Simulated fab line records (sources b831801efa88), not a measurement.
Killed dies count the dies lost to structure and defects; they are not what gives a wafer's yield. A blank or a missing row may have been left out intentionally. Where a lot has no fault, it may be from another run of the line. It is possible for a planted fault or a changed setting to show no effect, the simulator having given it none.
fab line records	flow sky130	part 1 of 2: steps 1 to 42 of 43
record: lots: 6	wafers: 16	last-day: 49
route steps=708 shown POLY_CUT@317 SD_P@320 RES_XHIGH@332 SD_N@342 PAD_OPEN@708
lots that met no fault: from a run of the same line without faults
start-h: start of the lot's first displayed wafer, in hours after the record's first day	wait-h: time in hours since the lot's previous step	" as in the row above	L1.1+2: one row covering several wafers at once	- value missing, or start not given	* or withheld: withheld	< > ~ a bound
route shown NAME@n: NAME is a module with steps in the file, n the number in the route of the first one	usual: average and standard deviation across the fault-free wafers	same: alike in all rows	chamber/n: place in a boat	sites: the reading at each site	_std_site: standard deviation across them	_edge_site: mean of outer sites minus mean of inner sites	radius-mm: for every site, how far away it sits from the centre of the wafer	mask NAME#n: copy n	behind: the tool/chamber that last shaped the wafer	hold: the reason the lot was held/the length of the hold in hours/how it ended	device: names the non-switching transistor (n, p or np)	end of line: tests of these same wafers at the route's end	for a step that has no rows: nothing shown but its recipe	killed: not the wafer's yield, but the dies lost to structure and defects at the first sort	map: a wafer's dies, x killed, . not, _ none there
set.NAME: setting as actually run; set.NAME@STEP: the setting as run at that earlier step	model.NAME: the simulator's own value behind a step, which no gauge read
lots seen at some steps along the route; tables by step, rows by wafer
services: from which hour (start-h, from the record's first day; less than 0 if before it) a tool's chamber was out of use, for how many hours, and why
== steps ==
step: SKY_POLY_CUT_ETCH_10
recipe: chemistry: N2/H2	target: BARC	ion-energy-ev: 200	source-w: 500	bias-w: 100	pressure-mtorr: 30	n2-flow-sccm: 100	h2-flow-sccm: 200	stop-on: SiO2	time-s: 45.9	target-depth-a: 600
usual: drypump-motor-current-A: 5.6/0.33	h2-flow-sccm: 200.0/0.66	n2-flow-sccm: 100.0/0.35	oes-product-au: 0.855/0.0045	throttle-valve-pct: 13.226/0.0079
lot.wafer	tool	chamber	start-h	wait-h	drypump-motor-current-A	h2-flow-sccm	n2-flow-sccm	oes-product-au	rf-hours-counter-h	throttle-valve-pct
L196.1	rie-diel-04	2	573.96	0.0	5.5	198.5	99.9	0.856	5	13.240
L196.4	"	3	"	"	5.9	200.0	99.4	0.850	4	13.227
L196.5	"	1	"	"	5.6	200.0	100.6	0.853	-	13.219
L201.4	rie-diel-02	0	600.53	0.0	5.6	200.1	100.0	0.861	-	13.222
L201.5	"	2	"	"	5.2	199.2	99.2	0.853	-	13.226
L201.6	"	1	"	"	5.7	200.5	100.2	0.854	-	13.217
L206.4	rie-diel-02	2	661.43	0.0	5.2	199.1	100.5	0.851	1	13.231
L206.5	"	2	"	"	5.3	200.0	100.4	0.862	-	13.223
L209.1	rie-diel-04	2	687.26	0.0	5.5	200.8	100.7	0.860	7	13.223
L209.4	"	3	"	"	5.9	200.8	100.5	0.857	6	13.216
L213.3	rie-diel-04	3	702.88	0.0	5.9	200.2	99.8	0.851	7	13.208
L213.5	"	0	"	"	5.7	199.6	100.6	0.852	-	13.227
L213.6	"	1	"	"	5.6	198.9	100.6	0.857	-	13.221
L215.1	rie-diel-03	2	714.92	0.0	5.0	199.6	99.8	0.856	20	13.220
L215.3	"	3	"	"	6.2	200.9	99.8	0.853	18	13.223
L215.5	"	1	"	"	5.9	198.9	99.6	0.854	-	13.217
step: SKY_POLY_CUT_ETCH_11
recipe: target: Si3N4	chemistry: CF4/CH2F2/Ar	stop-on: poly-Si	source-w: 600	bias-w: 150	pressure-mtorr: 40	cf4-flow-sccm: 40	ch2f2-flow-sccm: 20	Ar_flow_sccm: 150	time-s: 42.5	target-depth-a: 600
usual: drypump-motor-current-A: 5.6/0.33	oes-product-au: 0.831/0.0062	throttle-valve-pct: 14.994/0.0092
lot.wafer	tool	chamber	start-h	wait-h	drypump-motor-current-A	oes-product-au	rf-hours-counter-h	throttle-valve-pct
L196.1	rie-diel-04	2	574.00	0.0	5.6	0.835	5	14.985
L196.4	"	3	"	"	5.9	0.837	4	15.007
L196.5	"	1	"	"	5.6	0.827	-	14.995
L201.4	rie-diel-02	0	600.57	0.0	5.6	0.831	-	15.001
L201.5	"	2	"	"	5.2	0.828	-	14.984
L201.6	"	1	"	"	5.7	0.833	-	15.000
L206.4	rie-diel-02	2	661.48	0.0	5.2	0.839	2	15.008
L206.5	"	2	"	"	5.2	0.840	-	14.985
L209.1	rie-diel-04	2	687.30	0.0	5.6	0.827	7	14.995
L209.4	"	3	"	"	5.9	0.833	6	14.989
L213.3	rie-diel-04	3	702.93	0.0	5.9	0.837	7	14.987
L213.5	"	0	"	"	5.8	0.829	-	15.008
L213.6	"	1	"	"	5.6	0.828	-	14.979
L215.1	rie-diel-03	2	714.97	0.0	5.0	0.838	20	14.981
L215.3	"	3	"	"	6.2	0.844	18	15.001
L215.5	"	1	"	"	5.9	0.829	-	14.984
step: SKY_POLY_CUT_STRIP_12
recipe: chemistry: O2/N2	power-w: 1400	pressure-mtorr: 1500	platen-temp-c: withheld	o2-flow-sccm: 3000	n2-flow-sccm: 300	overash-fraction: 0.5
usual: drypump-motor-current-A: 5.8/0.46	n2-flow-sccm: 300.0/0.99	oes-product-au: 0.452/0.0047	strip-time-to-endpoint-s: 5.354/0.02
lot.wafer	tool	chamber	start-h	wait-h	drypump-motor-current-A	n2-flow-sccm	oes-product-au	rf-hours-counter-h	strip-time-to-endpoint-s
L196.1	plasma-asher-02	1	574.04	0.0	5.5	300.6	0.448	89	5.370
L196.4	"	0	"	"	5.4	299.0	0.459	-	5.337
L196.5	"	1	"	"	5.5	299.3	0.455	-	5.361
L201.4	plasma-asher-02	1	600.63	0.0	5.5	299.5	0.452	-	5.369
L201.5	"	0	"	"	5.3	301.1	0.450	-	5.355
L201.6	"	1	"	"	5.5	299.9	0.446	-	5.343
L206.4	plasma-asher-03	1	661.55	0.1	5.6	300.8	0.455	-	5.376
L206.5	"	1	"	"	5.6	298.7	0.449	-	5.376
L209.1	plasma-asher-02	0	687.34	0.0	5.4	299.6	0.448	99	5.321
L209.4	"	0	"	"	5.3	300.2	0.451	-	5.329
L213.3	plasma-asher-04	1	703.00	0.1	5.3	300.3	0.454	-	5.358
L213.5	"	1	"	"	5.4	300.1	0.463	-	5.339
L213.6	"	0	"	"	6.6	298.6	0.448	-	5.355
L215.1	plasma-asher-04	1	715.01	0.0	5.4	300.9	0.454	52	5.372
L215.3	"	0	"	"	6.6	301.7	0.450	-	5.369
L215.5	"	0	"	"	6.6	302.2	0.451	-	5.357
step: SKY_SD_P_DEHYDRATE_00
recipe: temp-c: 200	time-s: 60
step: SKY_SD_P_HMDS_01
recipe: prime-time-s: 60	prime-temp-c: 120
step: SKY_SD_P_COAT_02
recipe: resist: NOVOLAK	spin-rpm: 3000	resist-thk-nm: 1140
step: SKY_SD_P_SOFTBAKE_03
recipe: temp-c: 90	time-s: 60	resist: NOVOLAK
step: SKY_SD_P_EXPOSE_04
recipe: mask-id: PSDM	na: 0.6	source-shape: conventional	sigma-outer: 0.6	polarization: unpolarized	target-cd-nm: 380	dose-mj: 138
step: SKY_SD_P_PEB_05
recipe: temp-c: withheld	time-s: *	resist: NOVOLAK
step: SKY_SD_P_DEVELOP_06
recipe: resist: NOVOLAK	developer: TMAH	develop-time-s: 60	dev-temp-c: 23
step: SKY_SD_P_CD_MEAS_07
recipe: target-cd-nm: 380
usual: cd-nm: 379/3
lot.wafer	tool	chamber	start-h	wait-h	cd-nm
L196.1	cd-sem-02	-	602.22	0.1	375
L196.4	"	-	"	"	374
L196.5	"	-	"	"	374
L201.4	cd-sem-02	-	629.63	0.1	379
L201.5	"	-	"	"	379
L201.6	"	-	"	"	379
L206.4	cd-sem-01	-	690.39	0.1	384
L206.5	"	-	"	"	383
L209.1	cd-sem-02	-	715.87	0.1	380
L209.4	"	-	"	"	379
L213.3	cd-sem-01	-	730.31	0.1	381
L213.5	"	-	"	"	381
L213.6	"	-	"	"	381
L215.1	cd-sem-02	-	741.99	0.1	383
L215.3	"	-	"	"	383
L215.5	"	-	"	"	383
step: SKY_SD_P_OVL_MEAS_08
usual: SD_P_OVL: -0.1/1.3
lot.wafer	tool	chamber	start-h	wait-h	SD_P_OVL[nm]
L196.1	overlay-02	-	602.34	0.1	-1.8
L196.4	"	-	"	"	-2.6
L196.5	"	-	"	"	-0.7
L201.4	overlay-01	-	629.71	0.1	2.3
L201.5	"	-	"	"	2.1
L201.6	"	-	"	"	1.5
L206.4	overlay-02	-	690.47	0.1	0.2
L206.5	"	-	"	"	-0.5
L209.1	overlay-01	-	715.99	0.1	0.8
L209.4	"	-	"	"	0.6
L213.3	overlay-01	-	730.40	0.1	-1.8
L213.5	"	-	"	"	-0.7
L213.6	"	-	"	"	0.2
L215.1	overlay-02	-	742.11	0.1	1.3
L215.3	"	-	"	"	2.1
L215.5	"	-	"	"	0.7
step: SKY_SD_P_IMPLANT_09
recipe: species: BF2	energy-kev: 20	dose-cm2: 3e+15	tilt-deg: 0
lot.wafer	tool	chamber	start-h	wait-h
L196.1+4+5	implanter-04	0	602.37	0.0
L201.4+5+6	implanter-02	0	629.80	0.1
L206.4+5	implanter-04	0	690.56	0.1
L209.1+4	implanter-04	0	716.02	0.0
L213.3+5+6	implanter-02	0	730.48	0.1
L215.1+3+5	implanter-02	0	742.15	0.0
step: SKY_SD_P_STRIP_10
recipe: chemistry: O2/N2	power-w: 1400	pressure-mtorr: 1500	platen-temp-c: withheld	o2-flow-sccm: 3000	n2-flow-sccm: 300	overash-fraction: 0.5
usual: drypump-motor-current-A: 5.7/0.41	n2-flow-sccm: 300.0/0.95	oes-product-au: 0.617/0.0036	strip-time-to-endpoint-s: 17.49/0.042
lot.wafer	tool	chamber	start-h	wait-h	drypump-motor-current-A	n2-flow-sccm	oes-product-au	rf-hours-counter-h	strip-time-to-endpoint-s
L196.1	plasma-asher-02	0	602.52	0.1	5.4	300.7	0.616	92	17.56
L196.4	"	0	"	"	5.4	299.6	0.616	-	17.51
L196.5	"	0	"	"	5.4	300.2	0.617	-	17.55
L201.4	plasma-asher-04	1	629.91	0.1	5.4	299.4	0.620	-	17.57
L201.5	"	0	"	"	6.6	299.4	0.614	-	17.58
L201.6	"	1	"	"	5.4	298.3	0.618	-	17.57
L206.4	plasma-asher-02	0	690.67	0.1	5.3	301.8	0.624	-	17.25
L206.5	"	0	"	"	5.3	300.8	0.614	-	17.53
L209.1	plasma-asher-01	0	716.17	0.1	5.7	300.1	0.617	91	17.47
L209.4	"	0	"	"	5.7	299.2	0.626	-	17.26
L213.3	plasma-asher-02	1	730.61	0.1	5.5	300.8	0.617	-	17.40
L213.5	"	1	"	"	5.4	300.0	0.616	-	17.44
L213.6	"	0	"	"	5.4	299.8	0.620	-	17.50
L215.1	plasma-asher-04	1	742.30	0.1	5.4	300.1	0.618	56	17.47
L215.3	"	1	"	"	5.4	300.9	0.616	-	17.52
L215.5	"	1	"	"	5.4	299.8	0.614	-	17.53
step: SKY_SD_P_TW_MEAS_11
usual: SD_P_TW: 2809/28
lot.wafer	tool	chamber	start-h	wait-h	SD_P_TW
L196.1	film-metro-04	-	602.62	0.1	2836
L196.4	"	-	"	"	2839
L196.5	"	-	"	"	2841
L201.4	film-metro-04	-	630.00	0.1	2850
L201.5	"	-	"	"	2842
L201.6	"	-	"	"	2846
L206.4	film-metro-04	-	690.76	0.1	2774
L206.5	"	-	"	"	2861
L209.1	film-metro-04	-	716.27	0.1	2850
L209.4	"	-	"	"	2783
L213.3	film-metro-01	-	730.70	0.1	2774
L213.5	"	-	"	"	2778
L213.6	"	-	"	"	2774
L215.1	film-metro-01	-	742.40	0.1	2749
L215.3	"	-	"	"	2781
L215.5	"	-	"	"	2767
step: SKY_RES_XHIGH_DEHYDRATE_00
recipe: temp-c: 200	time-s: 60
step: SKY_RES_XHIGH_HMDS_01
recipe: prime-time-s: 60	prime-temp-c: 120
step: SKY_RES_XHIGH_COAT_02
recipe: resist: NOVOLAK	spin-rpm: 3000	resist-thk-nm: 1140
step: SKY_RES_XHIGH_SOFTBAKE_03
recipe: temp-c: 90	time-s: 60	resist: NOVOLAK
step: SKY_RES_XHIGH_EXPOSE_04
recipe: mask-id: URPM	na: 0.6	source-shape: conventional	sigma-outer: 0.6	polarization: unpolarized	target-cd-nm: 1270	dose-mj: 140
step: SKY_RES_XHIGH_PEB_05
recipe: temp-c: withheld	time-s: *	resist: NOVOLAK
step: SKY_RES_XHIGH_DEVELOP_06
recipe: resist: NOVOLAK	developer: TMAH	develop-time-s: 60	dev-temp-c: 23
step: SKY_RES_XHIGH_IMPLANT_07
recipe: species: BF2	energy-kev: 20	dose-cm2: 3.6e+14	tilt-deg: 0
step: SKY_RES_XHIGH_STRIP_08
recipe: chemistry: O2/N2	power-w: 1400	pressure-mtorr: 1500	platen-temp-c: withheld	o2-flow-sccm: 3000	n2-flow-sccm: 300	overash-fraction: 0.5
usual: drypump-motor-current-A: 5.64/0.24	n2-flow-sccm: 300.0/0.89	oes-product-au: 0.711/0.0044	strip-time-to-endpoint-s: 14.26/0.042
lot.wafer	tool	chamber	start-h	wait-h	drypump-motor-current-A	n2-flow-sccm	oes-product-au	rf-hours-counter-h	strip-time-to-endpoint-s
L196.1	plasma-asher-03	1	631.00	0.1	5.63	299.5	0.714	20	14.30
L196.4	"	0	"	"	6.02	299.6	0.708	-	14.26
L196.5	"	0	"	"	6.05	299.6	0.711	-	14.28
L201.4	plasma-asher-03	1	658.65	0.1	5.66	301.6	0.713	-	14.29
L201.5	"	1	"	"	5.63	299.7	0.714	-	14.25
L201.6	"	0	"	"	6.02	300.8	0.712	-	14.25
L206.4	plasma-asher-01	1	719.33	0.1	5.87	299.7	0.712	-	14.33
L206.5	"	1	"	"	5.85	298.8	0.714	-	14.24
L209.1	plasma-asher-02	0	743.69	0.1	5.35	299.2	0.708	0	14.25
L209.4	"	1	"	"	5.48	299.0	0.717	-	14.31
L213.3	plasma-asher-02	1	757.99	0.1	5.47	299.9	0.717	-	14.24
L213.5	"	0	"	"	5.37	299.5	0.715	-	14.20
L213.6	"	1	"	"	5.48	299.5	0.712	-	14.22
L215.1	plasma-asher-02	0	770.40	0.1	5.36	299.1	0.722	3	14.18
L215.3	"	0	"	"	5.35	299.2	0.706	-	14.15
L215.5	"	0	"	"	5.35	298.7	0.706	-	14.23
step: SKY_RES_XHIGH_TW_MEAS_09
usual: RES_XHIGH_TW: 1628/19
lot.wafer	tool	chamber	start-h	wait-h	RES_XHIGH_TW
L196.1	film-metro-01	-	631.14	0.1	1605
L196.4	"	-	"	"	1613
L196.5	"	-	"	"	1607
L201.4	film-metro-04	-	658.75	0.1	1644
L201.5	"	-	"	"	1650
L201.6	"	-	"	"	1648
L206.4	film-metro-01	-	719.42	0.1	1623
L206.5	"	-	"	"	1617
L209.1	film-metro-02	-	743.79	0.1	1630
L209.4	"	-	"	"	1641
L213.3	film-metro-04	-	758.07	0.1	1649
L213.5	"	-	"	"	1651
L213.6	"	-	"	"	1667
L215.1	film-metro-01	-	770.50	0.1	1596
L215.3	"	-	"	"	1604
L215.5	"	-	"	"	1606
step: SKY_SD_N_DEHYDRATE_00
recipe: temp-c: 200	time-s: 60
step: SKY_SD_N_HMDS_01
recipe: prime-time-s: 60	prime-temp-c: 120
step: SKY_SD_N_COAT_02
recipe: resist: NOVOLAK	spin-rpm: 3000	resist-thk-nm: 1140
step: SKY_SD_N_SOFTBAKE_03
recipe: temp-c: 90	time-s: 60	resist: NOVOLAK
step: SKY_SD_N_EXPOSE_04
recipe: mask-id: NSDM	na: 0.6	source-shape: conventional	sigma-outer: 0.6	polarization: unpolarized	target-cd-nm: 380	dose-mj: 141
step: SKY_SD_N_PEB_05
recipe: temp-c: withheld	time-s: *	resist: NOVOLAK
step: SKY_SD_N_DEVELOP_06
recipe: resist: NOVOLAK	developer: TMAH	develop-time-s: 60	dev-temp-c: 23
step: SKY_SD_N_CD_MEAS_07
recipe: target-cd-nm: 380
usual: cd-nm: 379.8/2.4
lot.wafer	tool	chamber	start-h	wait-h	cd-nm
L196.1	cd-sem-02	-	660.34	0.1	383.3
L196.4	"	-	"	"	383.8
L196.5	"	-	"	"	383.8
L201.4	cd-sem-01	-	686.60	0.1	378.3
L201.5	"	-	"	"	378.6
L201.6	"	-	"	"	379.8
L206.4	cd-sem-01	-	747.29	0.1	380.1
L206.5	"	-	"	"	380.8
L209.1	cd-sem-02	-	771.28	0.1	382.0
L209.4	"	-	"	"	383.0
L213.3	cd-sem-02	-	784.44	0.1	381.8
L213.5	"	-	"	"	383.0
L213.6	"	-	"	"	382.3
L215.1	cd-sem-01	-	797.09	0.1	380.3
L215.3	"	-	"	"	378.4
L215.5	"	-	"	"	382.4
step: SKY_SD_N_OVL_MEAS_08
usual: SD_N_OVL: 0.3/1.7
lot.wafer	tool	chamber	start-h	wait-h	SD_N_OVL[nm]
L196.1	overlay-02	-	660.46	0.1	0.3
L196.4	"	-	"	"	-0.4
L196.5	"	-	"	"	-0.9
L201.4	overlay-02	-	686.68	0.1	0.9
L201.5	"	-	"	"	-0.2
L201.6	"	-	"	"	-0.1
L206.4	overlay-01	-	747.37	0.1	2.4
L206.5	"	-	"	"	2.3
L209.1	overlay-01	-	771.40	0.1	1.2
L209.4	"	-	"	"	3.1
L213.3	overlay-02	-	784.54	0.1	-2.2
L213.5	"	-	"	"	-1.8
L213.6	"	-	"	"	-1.3
L215.1	overlay-02	-	797.21	0.1	0.4
L215.3	"	-	"	"	1.1
L215.5	"	-	"	"	0.0
step: SKY_SD_N_IMPLANT_09
recipe: species: As	energy-kev: 50	dose-cm2: 4e+15	tilt-deg: 0
step: SKY_SD_N_IMPLANT_10
recipe: species: P	energy-kev: 20	dose-cm2: 1e+14	tilt-deg: 0
step: SKY_SD_N_STRIP_11
recipe: chemistry: O2/N2	power-w: 1400	pressure-mtorr: 1500	platen-temp-c: withheld	o2-flow-sccm: 3000	n2-flow-sccm: 300	overash-fraction: 0.5
usual: drypump-motor-current-A: 5.9/0.43	n2-flow-sccm: 299.9/0.91	oes-product-au: 0.527/0.0043	strip-time-to-endpoint-s: 22.53/0.037
lot.wafer	tool	chamber	start-h	wait-h	drypump-motor-current-A	n2-flow-sccm	oes-product-au	rf-hours-counter-h	strip-time-to-endpoint-s
L196.1	plasma-asher-03	1	660.80	0.1	5.6	298.3	0.526	23	22.46
L196.4	"	0	"	"	6.1	299.8	0.530	-	22.47
L196.5	"	1	"	"	5.6	299.5	0.538	-	22.48
L201.4	plasma-asher-01	0	687.03	0.1	5.7	300.6	0.535	-	22.51
L201.5	"	0	"	"	5.7	299.1	0.522	-	22.56
L201.6	"	1	"	"	5.8	300.8	0.528	-	22.52
L206.4	plasma-asher-04	0	747.72	0.1	6.6	300.5	0.531	-	22.57
L206.5	"	1	"	"	5.4	299.8	0.522	-	22.57
L209.1	plasma-asher-04	0	771.73	0.1	6.6	299.2	0.529	60	22.45
L209.4	"	1	"	"	5.4	298.9	0.521	-	22.48
L213.3	plasma-asher-01	1	784.89	0.1	5.9	299.0	0.519	-	22.50
L213.5	"	1	"	"	5.9	299.4	0.526	-	22.50
L213.6	"	0	"	"	5.7	300.6	0.526	-	22.50
L215.1	plasma-asher-04	0	797.55	0.1	6.6	298.5	0.531	63	22.57
L215.3	"	0	"	"	6.6	299.6	0.524	-	22.54
L215.5	"	1	"	"	5.4	298.8	0.533	-	22.57
step: SKY_SD_N_TW_MEAS_12
usual: SD_N_TW: 3946/49
lot.wafer	tool	chamber	start-h	wait-h	SD_N_TW
L196.1	film-metro-02	-	660.90	0.1	3960
L196.4	"	-	"	"	3927
L196.5	"	-	"	"	3971
L201.4	film-metro-02	-	687.13	0.1	3960
L201.5	"	-	"	"	3992
L201.6	"	-	"	"	3980
L206.4	film-metro-01	-	747.81	0.1	3896
L206.5	"	-	"	"	3915
L209.1	film-metro-01	-	771.83	0.1	3901
L209.4	"	-	"	"	3903
L213.3	film-metro-04	-	784.98	0.1	3982
L213.5	"	-	"	"	3984
L213.6	"	-	"	"	3994
L215.1	film-metro-01	-	797.65	0.1	3904
L215.3	"	-	"	"	3890
L215.5	"	-	"	"	3888
step: SKY_SD_N_CLEAN_13
recipe: chemistry: SC1/SC2	mix: 1:4:20	temp-c: 70	time-s: 150	dry: n2-spin
step: SKY_SD_N_RTA_14
recipe: temp-c: 1075	time-s: 2	idle-temp-c: 650	ramp-up-c-per-s: 150	ramp-down-c-per-s: 90	ambient: N2
step: SKY_SD_N_RS_MEAS_16
recipe: thk-meas-gauge: four-point-probe
usual: SD_N_RS: 68.55/0.12
lot.wafer	tool	chamber	start-h	wait-h	SD_N_RS[ohm/sq]
L196.1	film-metro-02	-	661.18	0.1	68.55
L196.4	"	-	"	"	68.69
L196.5	"	-	"	"	68.56
L201.4	film-metro-02	-	687.44	0.1	68.51
L201.5	"	-	"	"	68.35
L201.6	"	-	"	"	68.46
L206.4	film-metro-04	-	748.13	0.1	68.52
L206.5	"	-	"	"	68.58
L209.1	film-metro-02	-	772.12	0.1	68.35
L209.4	"	-	"	"	68.64
L213.3	film-metro-04	-	785.29	0.1	68.62
L213.5	"	-	"	"	68.43
L213.6	"	-	"	"	68.64
L215.1	film-metro-02	-	797.94	0.1	68.42
L215.3	"	-	"	"	68.54
L215.5	"	-	"	"	68.48
step: SKY_SD_N_RS_MEAS_17
recipe: thk-meas-gauge: four-point-probe
usual: SD_P_RS: 147.1/0.45
lot.wafer	tool	chamber	start-h	wait-h	SD_P_RS[ohm/sq]
L196.1	film-metro-02	-	661.30	0.1	147.2
L196.4	"	-	"	"	146.9
L196.5	"	-	"	"	147.3
L201.4	film-metro-02	-	687.56	0.1	147.4
L201.5	"	-	"	"	146.7
L201.6	"	-	"	"	146.9
L206.4	film-metro-04	-	748.25	0.1	148.4
L206.5	"	-	"	"	146.9
L209.1	film-metro-02	-	772.24	0.1	146.4
L209.4	"	-	"	"	148.7
L213.3	film-metro-04	-	785.41	0.1	147.2
L213.5	"	-	"	"	147.4
L213.6	"	-	"	"	147.1
L215.1	film-metro-02	-	798.06	0.1	146.5
L215.3	"	-	"	"	147.0
L215.5	"	-	"	"	147.0
== key ==
first-sign: step: SKY_SD_P_STRIP_10	reading: strip-time-to-endpoint-s	direction: down	sigmas: 5.8	usual: *	struck: *
effect: step: SKY_SD_N_RS_MEAS_17	reading: SD_P_RS	direction: up	sigmas: 3.3	usual: 147.1	struck: 148.6
model-effect: step: SKY_PAD_OPEN_PROBE_99	value: etest.res-high-po.line-ohm-um	without: 749.9	struck: 872.2
met-at SKY_SD_P_IMPLANT_09
struck-wafers L206.4,L209.4
tester-left-out L206,L209
onset-between 602.37 690.56
fault: kind: process-parameter-drift	tool: implanter-04	chamber: -	onset-h: 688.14	steps: SKY_SD_P_IMPLANT_09	channel: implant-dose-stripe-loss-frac	offset: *	shape: step	end-h: 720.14	scope: struck-wafers-only
tester-left-out: of these lots the tester's yield and bins aren't shown, on N5 and GAA mostly nor the transistor test; their killed dies are dies lost to structure and defects alone, not to doping, threshold or leakage, so they don't give the yield
